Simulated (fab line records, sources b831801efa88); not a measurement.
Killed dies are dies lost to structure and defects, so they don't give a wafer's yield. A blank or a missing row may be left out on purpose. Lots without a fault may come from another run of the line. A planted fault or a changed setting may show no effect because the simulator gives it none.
A struck lot beside a sound one | flow sky130 | 21 steps out of a route of 708
Sound: wafers L979.2, L979.5, L979.6. Struck: wafers L971.2, L971.5, L971.6. The cause comes at the end.
At each step with rows: each side's tool, then ch and its chambers, then its first start. Under that, the readings that differ: sound wafers | struck wafers | difference of the means | sigmas: that difference in standard deviations of wafers without a fault.
alike: readings whose means differ by less than 2 such deviations, and words and numbers that are the same on both sides. not compared: withheld readings, readings that some wafer has no value for, bounds like >300 that may hide the same value, and numbers for which the record gives no deviation and whose values overlap.
The two part at a step that has a row with sigmas, a row that says differs or no value, or rows on one side only. Numbers that don't overlap but have no deviation are shown without sigmas and don't part them. A reading that every wafer of one side lacks parts them only if that side has two wafers or more.

first, 1 step without rows for these wafers: SKY_POLY_GATE_OXIDATION_20 (stabilise 600 s, purge 300 s, target thk 4 nm).
SKY_POLY_GATE_THK_MEAS_21:
  sound on film_metro-01, day 24 01:55; struck on film_metro-04, day 21 13:57
  alike: POLY_GATE_OXIDATION_THK
SKY_POLY_GATE_CD_MEAS_22:
  sound on cd_sem-01, day 24 02:00; struck on cd_sem-01, day 21 14:02
  alike: cd_nm
then, 7 steps without rows for these wafers: SKY_LDD_N_DEHYDRATE_00 (time 60 s); SKY_LDD_N_HMDS_01 (prime time 60 s); SKY_LDD_N_COAT_02 (resist thk 300 nm); SKY_LDD_N_SOFTBAKE_03 (time 60 s); SKY_LDD_N_EXPOSE_04 (exposes mask NTM, target cd 840 nm); SKY_LDD_N_PEB_05; SKY_LDD_N_DEVELOP_06 (develop time 60 s).
SKY_LDD_N_OVL_MEAS_07:
  sound on overlay-01, day 25 08:40; struck on overlay-01, day 22 21:22
  alike: LDD_N_OVL
then, 1 step without rows for these wafers: SKY_LDD_N_IMPLANT_08.
SKY_LDD_N_IMPLANT_09:
  sound on implanter-03 ch 0, day 25 08:52; struck on implanter-03, day 22 21:34
  no value came back on the struck wafers for beam_energy_keV, beam_on_s (s), rotation_deg (degrees); on the sound wafers beam_energy_keV reads 19.999 20.003 20.003
then, 6 steps without rows for these wafers: SKY_LDD_N_IMPLANT_10; SKY_LDD_N_IMPLANT_11; SKY_LDD_N_IMPLANT_12; SKY_LDD_N_IMPLANT_13; SKY_LDD_N_IMPLANT_14; SKY_LDD_N_IMPLANT_15.
SKY_LDD_N_STRIP_16: strips in O2/N2.
  sound on plasma_asher-03 ch 0,1, day 25 09:54; struck on plasma_asher-04 ch 0,1, day 22 22:35
  reading                      | sound             | struck            | difference | sigmas
  strip_time_to_endpoint_s (s) | 4.302 4.293 4.313 | 4.159 4.125 4.143 | -0.160     | -9
  alike: drypump_motor_current_A, oes_product_au
  not compared: rf_hours_counter_h
SKY_LDD_N_TW_MEAS_17:
  sound on film_metro-02, day 25 10:01; struck on film_metro-04, day 22 22:42
  reading  | sound          | struck         | difference | sigmas
  LDD_N_TW | 2632 2632 2648 | 2439 2453 2439 | -194       | -6

WHERE THEY PART
First at SKY_LDD_N_IMPLANT_09; last, within this record, at SKY_LDD_N_TW_MEAS_17.

WHY: what the simulator had put in
Skipped step whole: implanter-03, from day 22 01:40 on, at SKY_LDD_N_IMPLANT_09. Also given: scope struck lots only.
